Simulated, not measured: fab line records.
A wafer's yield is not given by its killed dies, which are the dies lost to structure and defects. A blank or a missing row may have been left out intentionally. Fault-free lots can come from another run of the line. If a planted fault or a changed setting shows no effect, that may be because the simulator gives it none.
Split-lot experiment    flow sky130    route with 708 steps; 5 lots, 23 wafers read

## SPLIT DETAILS
At SKY_FIELD_ISO_COAT_08 (resist thk 450 nm), the setting spin_rpm was moved away from the recipe's 3000 rpm on 12 of the 23 wafers read, by -3.0% to +4.6%. This setting was run at the recipe's value on the other wafers.

The reading is taken at the split's own step.

## THE READING
KrF-thick_of_FIELD_ISO_COAT_08.thk_nm (the simulator's own value, which no gauge read), in nm, at SKY_FIELD_ISO_COAT_08 (resist thk 450 nm). There is no usual value for it anywhere in the file. The 11 wafers here that ran the recipe average 450.7 nm, standard deviation 1.1 nm.

wafer   tool, chamber at the split  spin_rpm as run, rpm  against the recipe  KrF-thick_of_FIELD_ISO_COAT_08.thk_nm, nm  against lot-mates on the recipe
L074.1  litho_track-01, 0           2909                  -3.0%               458                                        +6.4
L074.2  litho_track-01, 0           3000                  recipe              452                                        -
L074.3  litho_track-01, 0           2909                  -3.0%               459.1                                      +7.6
L074.4  litho_track-01, 0           3000                  recipe              451.1                                      -
L074.5  litho_track-01, 0           2909                  -3.0%               458.2                                      +6.6
L075.1  litho_track-03, 0           3000                  recipe              452                                        -
L075.2  litho_track-03, 0           3000                  recipe              450.6                                      -
L075.3  litho_track-03, 0           2914                  -2.9%               458.7                                      +7.4
L075.4  litho_track-03, 0           2914                  -2.9%               457.3                                      +6.0
L075.5  litho_track-03, 0           2914                  -2.9%               457.8                                      +6.5
L077.1  litho_track-01, 0           3000                  recipe              449.9                                      -
L077.2  litho_track-01, 0           3116                  +3.9%               443                                        -7.5
L077.3  litho_track-01, 0           3000                  recipe              451.2                                      -
L077.5  litho_track-01, 0           3116                  +3.9%               443.3                                      -7.2
L077.6  litho_track-01, 0           3116                  +3.9%               442.5                                      -8.0
L078.3  litho_track-03, 0           3000                  recipe              451.8                                      -
L078.4  litho_track-03, 0           3000                  recipe              449.7                                      -
L078.5  litho_track-03, 0           3000                  recipe              451.3                                      -
L080.1  litho_track-02, 0           3000                  recipe              448.5                                      -
L080.2  litho_track-02, 0           3137                  +4.6%               439.7                                      -9.2
L080.3  litho_track-02, 0           3137                  +4.6%               441                                        -7.9
L080.4  litho_track-02, 0           3000                  recipe              449.3                                      -
L080.5  litho_track-02, 0           3137                  +4.6%               440.4                                      -8.5

THE FIT
A straight line over all 23 wafers: KrF-thick_of_FIELD_ISO_COAT_08.thk_nm changes by -2.3 nm for each +1% of spin_rpm; r = -0.99; the points scatter about the line by 1 nm.
The same after taking each lot's own level away (the mean of its wafers on the recipe; 23 wafers): -2.05 nm for each +1%; r = -0.99; scatter 0.71 nm.
That fit puts the effect of the largest move of spin_rpm on the reading at 9.4 nm.
Measured against the standard deviation above, the lots' own levels, which go from 448.90 to 451.55 nm, span 2.4 times it.
So the slope is not independent of the lot-to-lot level: the two fits are not the same.
Check: for one of the wafers moved furthest among these (+4.6%), held out of the fit, the line's prediction against its lot-mates is -9 nm. Against them it came out at -9.2 nm.

## FURTHER SPLITS ON THESE WAFERS
Before the reading, these wafers also passed through other splits. Each is held against what the fit with the lots' levels taken away leaves over:
other split on the same wafers     wafers away from the commonest value  r with KrF-thick_of_FIELD_ISO_COAT_08.thk_nm (lot level and that fit taken away)
SKY_FIELD_ISO_OXIDATION_01 temp_c  15                                    +0.04

## THE FILE'S OWN FIT
KrF-thick_of_FIELD_ISO_COAT_08.thk_nm changes by -2.03 nm for each +1% of spin_rpm, r = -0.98.
